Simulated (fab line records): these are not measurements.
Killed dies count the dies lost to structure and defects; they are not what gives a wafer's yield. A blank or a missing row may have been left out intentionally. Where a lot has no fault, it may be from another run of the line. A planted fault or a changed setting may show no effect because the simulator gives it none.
The tool behind it: which one? + flow gf180mcu + 13 lots, 39 wafers sampled, at 4 steps of a route of 602

## WHAT THE GAUGES SHOWED, per wafer
GF_V4_CD_MEAS_14 targets a cd of 260 nm.
| lot  | measured     | on        | cd-nm (nm)        |
|------|--------------|-----------|-------------------|
| L174 | day 25 01:50 | cd-sem-02 | 258.8 259.4 260.0 |
| L175 | day 25 03:10 | cd-sem-02 | 259.0 259.8 258.7 |
| L176 | day 25 07:33 | cd-sem-02 | 259.3 260.6 260.4 |
| L177 | day 26 02:23 | cd-sem-01 | 261.6 262.0 261.2 |
| L178 | day 26 22:41 | cd-sem-01 | 260.4 260.1 260.4 |
| L179 | day 27 00:44 | cd-sem-01 | 260.5 259.9 260.5 |
| L180 | day 27 04:31 | cd-sem-01 | 258.2 259.3 258.0 |
| L182 | day 27 18:23 | cd-sem-01 | 258.1 258.3 257.8 |
| L185 | day 28 19:50 | cd-sem-01 | 258.2 258.3 258.4 |
| L188 | day 29 13:07 | cd-sem-01 | 260.2 259.7 259.4 |
| L190 | day 30 11:34 | cd-sem-02 | 260.9 260.1 261.5 |
| L192 | day 30 16:00 | cd-sem-01 | 259.5 260.3 259.8 |
| L195 | day 31 11:15 | cd-sem-01 | 260.9 260.9 262.7 |

GF_TOP_METAL_THK_MEAS_06: measures by xrf.
| lot  | measured     | on            | TOP_METAL_ALCU_THK (nm) |
|------|--------------|---------------|-------------------------|
| L174 | day 27 22:17 | film-metro-03 | 910 914 904             |
| L175 | day 28 01:08 | film-metro-04 | 897 875 870             |
| L176 | day 28 05:33 | film-metro-01 | 888 890 892             |
| L177 | day 28 23:28 | film-metro-04 | 898 898 894             |
| L178 | day 29 14:20 | film-metro-03 | 901 899 905             |
| L179 | day 29 17:50 | film-metro-03 | 900 919 925             |
| L180 | day 29 22:06 | film-metro-01 | 888 892 877             |
| L182 | day 30 09:44 | film-metro-04 | 899 896 919             |
| L185 | day 31 10:56 | film-metro-03 | 896 903 899             |
| L188 | day 32 00:47 | film-metro-01 | 897 888 886             |
| L190 | day 32 20:49 | film-metro-01 | 890 888 884             |
| L192 | day 33 02:20 | film-metro-04 | 901 902 895             |
| L195 | day 33 20:22 | film-metro-03 | 900 883 897             |

## TOOL THAT RAN EACH LOT (tool first, then ch and the chambers of the sampled wafers, then the start)
| lot  | GF_MIM_SPUTTER_08            | GF_V5_ETCH_17                      |
|------|------------------------------|------------------------------------|
| L174 | pvd-sputter-02, day 25 04:35 | rie-diel-03 ch 0,1, day 27 20:00   |
| L175 | pvd-sputter-02, day 25 06:24 | rie-diel-01 ch 0,3, day 27 23:00   |
| L176 | pvd-sputter-01, day 25 09:26 | rie-diel-03 ch 0,1,2, day 28 03:00 |
| L177 | pvd-sputter-04, day 26 04:15 | rie-diel-02 ch 2,3, day 28 21:00   |
| L178 | pvd-sputter-01, day 27 00:33 | rie-diel-01 ch 0,1,3, day 29 12:00 |
| L179 | pvd-sputter-04, day 27 02:41 | rie-diel-03 ch 2,3, day 29 16:00   |
| L180 | pvd-sputter-04, day 27 06:21 | rie-diel-03 ch 0,3, day 29 20:00   |
| L182 | pvd-sputter-04, day 27 20:15 | rie-diel-03 ch 0,2,3, day 30 08:00 |
| L185 | pvd-sputter-01, day 28 21:53 | rie-diel-02 ch 0,1,2, day 31 09:00 |
| L188 | pvd-sputter-04, day 29 15:03 | rie-diel-02 ch 1,2,3, day 31 23:00 |
| L190 | pvd-sputter-02, day 30 13:33 | rie-diel-03 ch 1,3, day 32 19:00   |
| L192 | pvd-sputter-04, day 30 18:04 | rie-diel-01 ch 0,2, day 33 00:00   |
| L195 | pvd-sputter-02, day 31 13:08 | rie-diel-03 ch 0,2,3, day 33 18:00 |
- GF_MIM_SPUTTER_08: material AlCu, target thk 200 nm, time 10.79 s.
- GF_V5_ETCH_17: etches SiO2 in C4F8/O2/Ar, stops on TiN, target depth 855 nm.

## AS READ BY THE TOOLS THEMSELVES (means over the sampled wafers that have a number; for cases with no such wafer, the mark the record gives instead)
GF_MIM_SPUTTER_08.
| lot  | tool           | throttle-valve-pct (%) |
|------|----------------|------------------------|
| L174 | pvd-sputter-02 | 29.3                   |
| L175 | pvd-sputter-02 | 29.9                   |
| L176 | pvd-sputter-01 | 30.3                   |
| L177 | pvd-sputter-04 | 30.6                   |
| L178 | pvd-sputter-01 | 29.1                   |
| L179 | pvd-sputter-04 | 31.4                   |
| L180 | pvd-sputter-04 | 31.9                   |
| L182 | pvd-sputter-04 | 31.1                   |
| L185 | pvd-sputter-01 | 29.9                   |
| L188 | pvd-sputter-04 | 30.6                   |
| L190 | pvd-sputter-02 | 29.1                   |
| L192 | pvd-sputter-04 | 30.1                   |
| L195 | pvd-sputter-02 | 30.2                   |

GF_V5_ETCH_17.
| lot  | tool        | oes-product-au (a.u.) |
|------|-------------|-----------------------|
| L174 | rie-diel-03 | 0.859                 |
| L175 | rie-diel-01 | 0.862                 |
| L176 | rie-diel-03 | 0.860                 |
| L177 | rie-diel-02 | 0.862                 |
| L178 | rie-diel-01 | 0.864                 |
| L179 | rie-diel-03 | 0.864                 |
| L180 | rie-diel-03 | 0.861                 |
| L182 | rie-diel-03 | 0.864                 |
| L185 | rie-diel-02 | 0.861                 |
| L188 | rie-diel-02 | 0.858                 |
| L190 | rie-diel-03 | 0.859                 |
| L192 | rie-diel-01 | 0.856                 |
| L195 | rie-diel-03 | 0.858                 |

## THE ANSWER, worked out from the rows above alone
Rule: usual is defined by the lots themselves. Put in order of their means at a reading, lots are off if they are a third of the lots or fewer, leave a main group of 4 or more, and stand apart from it by a gap of 3 or more times the standard deviation of the main group's means; of several such gaps the widest counts. A main group is skipped when, at the precision printed for the reading in the tables above, its means are all equal. Also off: a lot with no number at a reading for which 4 or more lots have one. The other lots that the step has rows for count as sound. First the gauges in route order, then the tools' own readings, where a lot's mean is used as printed above. At the first step where some lot is off, the reading lying furthest off is the one used; lots without a number count as furthest.
No lot is off at any reading shown: from this, nothing can be told.

## WHAT WAS PUT IN BY THE SIMULATOR
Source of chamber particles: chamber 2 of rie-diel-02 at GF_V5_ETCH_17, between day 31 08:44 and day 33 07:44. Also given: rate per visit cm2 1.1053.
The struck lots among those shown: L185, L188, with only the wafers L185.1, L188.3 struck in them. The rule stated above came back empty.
